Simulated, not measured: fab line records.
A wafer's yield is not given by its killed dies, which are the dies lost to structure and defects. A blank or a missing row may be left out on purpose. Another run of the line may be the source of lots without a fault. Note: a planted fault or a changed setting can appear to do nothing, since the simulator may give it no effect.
fab line records	flow gf180mcu
record lots=7	wafers=18	last-day=34
route steps=602 shown TOP_METAL@575 PASSIVATION@587
lots that met no fault: from a run of the same line without faults
start-h: the number of hours between the record's first day and the start of the first shown wafer of the lot	wait-h: time in hours since the lot's previous step	" same as the row above	L1.1+2: a row that stands for several wafers	- value missing, or start not given	* or withheld: withheld	< > ~ a bound
route shown NAME@n: names a module that has steps shown in the file, with the first one's number in the route	usual: mean and standard deviation over wafers with no fault	same: alike in all rows	chamber/n: place in a boat	sites: per-site readings	_std_site: standard deviation across them	_edge_site: inner sites' mean taken away from outer sites' mean	radius-mm: for every site, how far away it sits from the centre of the wafer	mask NAME#n: copy n	behind: the most recent tool/chamber to have shaped the wafer	hold: what put the lot on hold/how long, in hours/how the hold closed	device: the transistor (n, p or np) that didn't switch	end of line: tests of these same wafers at the route's end	a step given without rows: its recipe and nothing more	killed: at the first sort, the dies lost to defects and structure; wafer yield is something else	map: a wafer's dies, x killed, . not, _ none there
set.NAME: setting as actually run; set.NAME@STEP: the setting as run at that earlier step	model.NAME: the simulator's own value behind a step, which no gauge read
certain route steps with their lots: each step a table, each wafer a row
services: a tool's chamber out of use, with start hour (start-h, from the record's first day; less than 0 if before it), hours out, and reason
## steps
# step GF_TOP_METAL_HMDS_08
# recipe prime-time-s=60	prime-temp-c=120
# step GF_TOP_METAL_COAT_09
# recipe resist=NOVOLAK	spin-rpm=3000	resist-thk-nm=1500
# step GF_TOP_METAL_SOFTBAKE_10
# recipe temp-c=90	time-s=60	resist=NOVOLAK
# step GF_TOP_METAL_EXPOSE_11
# recipe mask-id=MetalTop	target-cd-nm=440	na=0.6	source-shape=conventional	sigma-outer=0.6	dose-mj=170
# step GF_TOP_METAL_PEB_12
# recipe temp-c=withheld	time-s=*	resist=NOVOLAK
# step GF_TOP_METAL_DEVELOP_13
# recipe develop-time-s=60	dev-temp-c=23
# step GF_TOP_METAL_CD_MEAS_14
# recipe target-cd-nm=440
# usual cd-nm=440.8/2.2
lot.wafer	tool	chamber	start-h	wait-h	cd-nm
L756.1	cd-sem-01	-	682.56	0.1	440.2
L756.4	"	-	"	"	439.4
L756.5	"	-	"	"	440.1
L758.2	cd-sem-02	-	697.77	0.2	441.6
L758.5	"	-	"	"	438.5
L758.6	"	-	"	"	439.2
L767.4	cd-sem-02	-	755.12	0.1	437.2
L767.6	"	-	"	"	439.2
L768.3	cd-sem-02	-	764.50	0.1	443.6
L768.4	"	-	"	"	441.8
L769.2	cd-sem-01	-	768.40	0.1	441.2
L769.3	"	-	"	"	441.1
L770.3	cd-sem-01	-	772.19	0.2	441.3
L770.5	"	-	"	"	439.3
L770.6	"	-	"	"	440.3
L774.4	cd-sem-02	-	794.69	0.1	438.9
L774.5	"	-	"	"	440.4
L774.6	"	-	"	"	439.4
# step GF_TOP_METAL_OVL_MEAS_15
# usual TOP_METAL_OVL=0.1/1.9
lot.wafer	tool	chamber	start-h	wait-h	TOP_METAL_OVL[nm]
L756.1	overlay-02	-	682.68	0.1	-1.4
L756.4	"	-	"	"	-2.3
L756.5	"	-	"	"	-1.0
L758.2	overlay-01	-	697.87	0.1	3.0
L758.5	"	-	"	"	1.2
L758.6	"	-	"	"	2.0
L767.4	overlay-02	-	755.19	0.1	-3.9
L767.6	"	-	"	"	-2.7
L768.3	overlay-02	-	764.59	0.1	-2.6
L768.4	"	-	"	"	-0.4
L769.2	overlay-02	-	768.51	0.1	-2.5
L769.3	"	-	"	"	-1.2
L770.3	overlay-01	-	772.28	0.1	2.0
L770.5	"	-	"	"	0.8
L770.6	"	-	"	"	1.2
L774.4	overlay-02	-	794.77	0.1	0.6
L774.5	"	-	"	"	4.1
L774.6	"	-	"	"	1.1
# step GF_TOP_METAL_METAL_ETCH_16
# recipe chemistry=Cl2/BCl3	mask-material=NOVOLAK	target-depth-nm=1197	stop-on=SiO2	pressure-mtorr=8	icp-w=800	bias-w=140	Cl2_flow_sccm=80	bcl3-flow-sccm=40	time-s=199.5
# usual drypump-motor-current-A=5.7/0.42	oes-product-au=0.987/0.0093	throttle-valve-pct=28.234/0.012
# same time-s=199.5
lot.wafer	tool	chamber	start-h	wait-h	drypump-motor-current-A	oes-product-au	rf-hours-counter-h	throttle-valve-pct
L756.1	rie-metal-04	1	682.71	0.0	5.3	0.989	3	28.245
L756.4	"	1	"	"	5.3	0.972	-	28.241
L756.5	"	1	"	"	5.3	0.975	-	28.254
L758.2	rie-metal-02	0	697.90	0.0	5.8	1.001	2	28.233
L758.5	"	0	"	"	5.9	0.996	-	28.231
L758.6	"	1	"	"	6.2	0.992	-	28.224
L767.4	rie-metal-02	1	755.28	0.1	6.2	0.986	-	28.231
L767.6	"	0	"	"	5.9	0.994	-	28.229
L768.3	rie-metal-04	0	764.68	0.1	6.1	0.999	-	28.222
L768.4	"	1	"	"	5.4	0.980	-	28.249
L769.2	rie-metal-04	1	768.54	0.0	5.4	0.971	7	28.255
L769.3	"	1	"	"	5.3	0.971	-	28.253
L770.3	rie-metal-04	1	772.37	0.1	5.3	0.967	-	28.247
L770.5	"	1	"	"	5.4	0.962	-	28.251
L770.6	"	0	"	"	6.1	0.997	-	28.237
L774.4	rie-metal-02	1	794.85	0.1	6.2	0.991	-	28.233
L774.5	"	1	"	"	6.2	0.977	-	28.243
L774.6	"	0	"	"	5.8	0.985	-	28.232
# step GF_TOP_METAL_STRIP_17
# recipe chemistry=O2/N2	power-w=1400	pressure-mtorr=1500	platen-temp-c=250	o2-flow-sccm=3000	n2-flow-sccm=300	overash-fraction=0.5
# usual drypump-motor-current-A=5.7/0.39	heater-power-w=349/44	oes-product-au=0.710/0.0046	strip-time-to-endpoint-s=12.95/0.11
lot.wafer	tool	chamber	start-h	wait-h	drypump-motor-current-A	heater-power-w	oes-product-au	rf-hours-counter-h	strip-time-to-endpoint-s
L756.1	plasma-asher-03	0	682.90	0.1	5.9	323	0.715	59	13.01
L756.4	"	1	"	"	5.8	375	0.712	-	13.07
L756.5	"	1	"	"	5.8	390	0.706	-	13.03
L758.2	plasma-asher-01	0	698.09	0.1	6.2	377	0.711	111	12.95
L758.5	"	0	"	"	6.2	377	0.709	-	12.90
L758.6	"	1	"	"	5.3	265	0.708	-	12.95
L767.4	plasma-asher-02	1	755.44	0.1	5.8	397	0.705	-	12.95
L767.6	"	1	"	"	5.8	394	0.708	-	12.93
L768.3	plasma-asher-01	0	764.84	0.1	6.2	373	0.699	-	12.74
L768.4	"	1	"	"	5.3	278	0.701	-	13.03
L769.2	plasma-asher-02	1	768.73	0.1	5.8	404	0.715	36	13.05
L769.3	"	0	"	"	5.0	370	0.710	-	13.15
L770.3	plasma-asher-03	0	772.53	0.1	5.9	330	0.709	-	13.23
L770.5	"	1	"	"	5.8	378	0.713	-	13.20
L770.6	"	0	"	"	5.9	315	0.703	-	12.79
L774.4	plasma-asher-01	0	795.01	0.1	6.2	386	0.710	-	12.92
L774.5	"	1	"	"	5.3	283	0.706	-	13.00
L774.6	"	0	"	"	6.2	371	0.709	-	12.97
# step GF_TOP_METAL_STRIP_18
# recipe chemistry=post-etch-residue-remover	time-s=1200	temp-c=72.5
# step GF_TOP_METAL_CLEAN_19
# recipe chemistry=DIW	dry=n2-spin
# step GF_PASSIVATION_CVD_00
# recipe material=SiO2	target-thk-nm=1000	precursor=TEOS	temp-c=400	time-s=111.95	rf-w=600
# usual heater-power-w=658/85	run-length-s=139.7/0.68
lot.wafer	tool	chamber	start-h	wait-h	heater-power-w	run-length-s	since-wet-clean-h	model.SiO2_of_PASSIVATION_CVD_00.thk-nm
L756.1	pecvd-03	0	683.47	0.0	583	140.0	509	1000
L756.4	"	1	"	"	689	140.0	-	1016
L756.5	"	0	"	"	631	140.1	-	1021
L758.2	pecvd-03	0	698.63	0.0	568	140.7	524	1006
L758.5	"	1	"	"	638	139.7	-	1020
L758.6	"	0	"	"	626	139.8	-	1019
L767.4	pecvd-03	2	756.01	0.0	799	139.9	-	994.8
L767.6	"	0	"	"	586	137.0	-	967.9
L768.3	pecvd-03	0	765.34	0.0	635	136.3	591	956.4
L768.4	"	2	"	"	847	139.2	-	1000
L769.2	pecvd-03	0	769.30	0.0	603	139.7	595	1006
L769.3	"	1	"	"	576	136.1	595	971.8
L770.3	pecvd-04	0	773.12	0.0	706	138.4	807	990.3
L770.5	"	0	"	"	739	139.1	-	1014
L770.6	"	2	"	"	692	138.8	-	1013
L774.4	pecvd-04	0	795.58	0.0	756	138.3	-	1024
L774.5	"	1	"	"	673	140.4	-	1015
L774.6	"	2	"	"	711	139.2	-	1024
# step GF_PASSIVATION_THK_MEAS_01
# recipe reads=SiO2_of_PASSIVATION_CVD_00
# usual PASSIVATION_CVD_00_THK=1003/12
lot.wafer	tool	chamber	start-h	wait-h	PASSIVATION_CVD_00_THK[nm]
L756.1	film-metro-04	-	683.55	0.0	1000
L756.4	"	-	"	"	1016
L756.5	"	-	"	"	1022
L758.2	film-metro-03	-	698.72	0.0	1006
L758.5	"	-	"	"	1020
L758.6	"	-	"	"	1019
L767.4	film-metro-01	-	756.08	0.0	995
L767.6	"	-	"	"	968
L768.3	film-metro-03	-	765.44	0.1	956
L768.4	"	-	"	"	1001
L769.2	film-metro-03	-	769.39	0.0	1006
L769.3	"	-	"	"	972
L770.3	film-metro-04	-	773.22	0.1	990
L770.5	"	-	"	"	1015
L770.6	"	-	"	"	1012
L774.4	film-metro-04	-	795.65	0.0	1025
L774.5	"	-	"	"	1015
L774.6	"	-	"	"	1025
# step GF_PASSIVATION_CVD_02
# recipe material=Si3N4	target-thk-nm=700	time-s=486.18	temp-c=400	rf-w=450
# usual heater-power-w=704/87	run-length-s=514.3/0.85
# same time-s=486.18
lot.wafer	tool	chamber	start-h	wait-h	heater-power-w	run-length-s	since-wet-clean-h
L756.1	pecvd-04	0	683.61	0.1	803	513.3	717
L756.4	"	2	"	"	769	513.1	-
L756.5	"	0	"	"	657	512.6	-
L758.2	pecvd-02	1	698.77	0.0	620	515.6	316
L758.5	"	0	"	"	847	515.1	-
L758.6	"	1	"	"	507	515.1	-
L767.4	pecvd-02	2	756.25	0.2	705	513.2	-
L767.6	"	0	"	"	824	514.7	-
L768.3	pecvd-02	0	765.62	0.2	788	514.9	-
L768.4	"	1	"	"	582	515.2	-
L769.2	pecvd-02	0	769.44	0.0	804	514.6	387
L769.3	"	1	"	"	594	515.1	387
L770.3	pecvd-02	2	773.26	0.0	749	513.2	390
L770.5	"	0	"	"	823	515.1	-
L770.6	"	1	"	"	574	515.4	-
L774.4	pecvd-03	0	795.83	0.2	667	514.2	-
L774.5	"	2	"	"	859	514.5	-
L774.6	"	1	"	"	699	513.7	-
## services
tool	chamber	start-h	hours	kind
pecvd-03	-	666.80	2.3	repair
rie-metal-02	-	690.15	1.4	pm
pecvd-03	-	705.02	28.1	pm
plasma-asher-01	-	733.75	9.0	pm
plasma-asher-01	0	733.75	9.0	vent-cycle
plasma-asher-01	1	733.75	9.0	vent-cycle
plasma-asher-01	0	742.75	-	clean
plasma-asher-01	1	742.75	-	clean
pecvd-02	2	758.96	8.4	repair
plasma-asher-02	-	762.98	1.9	repair
## key
first-sign step=GF_PASSIVATION_CVD_00	reading=run-length-s	direction=down	sigmas=4.7	usual=*	struck=*
effect step=GF_PASSIVATION_THK_MEAS_01	reading=PASSIVATION_CVD_00_THK	direction=down	sigmas=3.1	usual=1003	struck=965
model-effect step=GF_PASSIVATION_CVD_00	value=SiO2_of_PASSIVATION_CVD_00.thk-nm	without=997.7	struck=965.4
met-at GF_PASSIVATION_CVD_00
struck-wafers L767.6,L768.3,L769.3
onset-between 698.63 756.01
fault kind=process-parameter-drift	tool=pecvd-03	chamber=-	onset-h=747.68	steps=GF_PASSIVATION_CVD_00	channel=time-s	offset=*	shape=step	end-h=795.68	scope=struck-wafers-only	acts-in=*	stated=*
